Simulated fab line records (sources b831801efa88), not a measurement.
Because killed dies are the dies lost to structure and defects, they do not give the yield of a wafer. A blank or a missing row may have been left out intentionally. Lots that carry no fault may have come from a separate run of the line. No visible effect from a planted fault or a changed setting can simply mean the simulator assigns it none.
Which tool was responsible? -- flow gf180mcu -- 13 lots with 39 wafers sampled at 5 steps, on a route of 602 steps

## WHAT THE GAUGES SHOWED, per wafer
GF_STI_CD_MEAS_12 targets a cd of 220 nm. Usual: cd-nm reads 220.2 nm (standard deviation 1.1).
lot,measured,on,cd-nm (nm),flag
L212,day 2 03:06,cd-sem-01,218.7 219.1 219.9,
L214,day 2 14:19,cd-sem-01,222.9 221.6 222.8,
L215,day 2 16:16,cd-sem-02,221.8 221.3 221.1,
L216,day 2 23:52,cd-sem-01,219.3 219.6 219.5,
L217,day 3 05:05,cd-sem-01,218.1 218.2 219.1,
L218,day 3 07:40,cd-sem-02,219.7 221.0 219.6,
L221,day 3 22:56,cd-sem-01,218.8 219.1 220.1,
L222,day 4 04:11,cd-sem-02,219.4 220.0 220.4,
L223,day 4 12:40,cd-sem-02,218.7 219.5 220.5,
L224,day 4 16:39,cd-sem-02,219.3 219.9 221.0,
L226,day 5 04:28,cd-sem-01,220.6 220.4 220.0,
L233,day 6 13:31,cd-sem-01,215.6 215.7 215.9,OFF
L234,day 6 19:42,cd-sem-01,221.2 222.6 221.5,

GF_VT_IMPLANT_OVL_MEAS_40. Usual: for VT_IMPLANT_03_OVL the level is -1.0 nm and the standard deviation is 1.6.
lot,measured,on,VT_IMPLANT_03_OVL (nm),flag
L212,day 7 21:40,overlay-01,-3.4 -3.6 -1.5,
L214,day 8 01:46,overlay-01,0.0 -0.8 -1.3,
L215,day 8 04:55,overlay-01,0.4 1.0 0.7,
L216,day 9 00:01,overlay-01,-1.5 0.2 -1.7,
L217,day 9 03:22,overlay-01,2.2 1.1 0.7,
L218,day 9 08:45,overlay-01,-2.4 -3.3 -2.4,
L221,day 10 08:01,overlay-01,-2.1 -0.7 -1.4,
L222,day 10 14:03,overlay-01,0.3 0.5 0.9,
L223,day 10 17:58,overlay-02,-0.6 0.8 -0.8,
L224,day 10 23:49,overlay-02,2.0 1.6 1.1,
L226,day 11 17:40,overlay-01,-0.6 1.1 0.0,
L233,day 13 10:39,overlay-02,-0.6 -2.4 -2.0,
L234,day 13 15:05,overlay-02,-1.8 -1.9 -1.9,

GF_CONTACT_CD_MEAS_14 targets a cd of 220 nm. Usual: cd-nm reads 220.3 nm (standard deviation 1.4).
lot,measured,on,cd-nm (nm),flag
L212,day 16 09:51,cd-sem-01,218.2 218.9 218.8,
L214,day 16 22:44,cd-sem-01,219.8 219.5 219.4,
L215,day 16 23:05,cd-sem-01,223.1 221.7 223.2,
L216,day 17 23:19,cd-sem-02,220.1 221.5 221.7,
L217,day 18 05:33,cd-sem-01,218.7 218.4 218.6,
L218,day 18 15:26,cd-sem-01,218.4 218.5 217.7,
L221,day 19 19:31,cd-sem-02,218.9 219.3 218.6,
L222,day 20 05:02,cd-sem-01,220.0 220.4 218.9,
L223,day 20 14:45,cd-sem-01,216.7 219.3 219.4,
L224,day 20 20:20,cd-sem-01,218.2 218.6 220.3,
L226,day 21 17:34,cd-sem-01,220.8 221.2 220.5,
L233,day 23 13:59,cd-sem-01,219.8 221.4 221.2,
L234,day 23 18:57,cd-sem-02,220.0 220.5 218.1,

## WHICH TOOL RAN EACH LOT (tool, then ch and the chambers of the sampled wafers, then the start)
lot,GF_STI_PEB_10,GF_SAB_ETCH_11
L212,"litho-track-03 ch 0, day 2 02:47","rie-diel-03 ch 0,1, day 15 11:40"
L214,"litho-track-04 ch 0, day 2 13:58","rie-diel-04 ch 0,2,3, day 15 22:53"
L215,"litho-track-04 ch 0, day 2 15:55","rie-diel-03 ch 0,1,2, day 15 23:41"
L216,"litho-track-01 ch 0, day 2 23:32","rie-diel-03 ch 0,2,3, day 16 23:32"
L217,"litho-track-01 ch 0, day 3 04:44","rie-diel-01 ch 0,2,3, day 17 05:13"
L218,"litho-track-04 ch 0, day 3 07:19","rie-diel-03 ch 0,1,3, day 17 15:01"
L221,"litho-track-01 ch 0, day 3 22:35","rie-diel-03 ch 1,2,3, day 18 18:50"
L222,"litho-track-01 ch 0, day 4 03:50","rie-diel-01 ch 0,1,2, day 19 03:52"
L223,"litho-track-03 ch 0, day 4 12:19","rie-diel-01 ch 1,2,3, day 19 12:59"
L224,"litho-track-04 ch 0, day 4 16:11","rie-diel-04 ch 0,1, day 19 18:56"
L226,"litho-track-03 ch 0, day 5 04:07","rie-diel-03 ch 0,1,2, day 20 15:58"
L233,"litho-track-04 ch 0, day 6 13:10","rie-diel-01 ch 1,2,3, day 22 13:20"
L234,"litho-track-03 ch 0, day 6 19:23","rie-diel-04 ch 1,2,3, day 22 17:25"
- GF_STI_PEB_10: peb time 90 s.
- GF_SAB_ETCH_11: etches SiO2 in C4F8/O2/Ar, target depth 55 nm, time 8.5 s.

## AS READ BY THE TOOLS THEMSELVES (means over the sampled wafers that have a number; for cases with no such wafer, the mark the record gives instead)
GF_STI_PEB_10. Usual: exhaust-pa reads 45.0 Pa (standard deviation 0.96).
lot,tool,exhaust-pa (Pa),flag
L212,litho-track-03,42.8,
L214,litho-track-04,44.1,
L215,litho-track-04,45.2,
L216,litho-track-01,45.1,
L217,litho-track-01,45.1,
L218,litho-track-04,44.4,
L221,litho-track-01,45.3,
L222,litho-track-01,43.9,
L223,litho-track-03,45.3,
L224,litho-track-04,45.6,
L226,litho-track-03,46.2,
L233,litho-track-04,45.8,
L234,litho-track-03,44.3,

GF_SAB_ETCH_11. Usual: oes-product-au reads 1.002 a.u. (standard deviation 0.013).
lot,tool,oes-product-au (a.u.),flag
L212,rie-diel-03,1.016,
L214,rie-diel-04,1.002,
L215,rie-diel-03,1.009,
L216,rie-diel-03,1.000,
L217,rie-diel-01,1.002,
L218,rie-diel-03,1.009,
L221,rie-diel-03,1.007,
L222,rie-diel-01,0.994,
L223,rie-diel-01,0.999,
L224,rie-diel-04,0.993,
L226,rie-diel-03,1.008,
L233,rie-diel-01,0.996,
L234,rie-diel-04,0.992,

## THE ANSWER, worked out from the rows above alone
Rule: lot off if the mean of its wafers having a number is beyond 3 standard deviations from the usual mean. Also off: a lot with no number at a reading for which 4 or more lots have one. Any other lot the step has rows for is counted as sound. The gauges are gone through in route order, then the tools' own readings, and for those a lot's mean is taken as printed above. The first step at which some lot is off is used, and at that step the reading that is off furthest; a lot without a number counts as furthest.
Off at GF_STI_CD_MEAS_12 (cd-nm): L233.
If a tool, at a process step before that reading, ran all the lots that are off and no sound lot after the first of them, it fits. Those tools and the gauges at GF_STI_CD_MEAS_12 are tried in the same way. One fits: GF_STI_PEB_10 on litho-track-04. Its last sound lot is L224 (day 4 16:11), its first lot that is off L233 (day 6 13:10): a fault that began between those two fits.

## WHAT WAS PUT IN BY THE SIMULATOR
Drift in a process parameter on litho-track-04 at GF_STI_PEB_10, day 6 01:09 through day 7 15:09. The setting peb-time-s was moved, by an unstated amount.
Lots struck among those shown: L233. The rule above found the same.
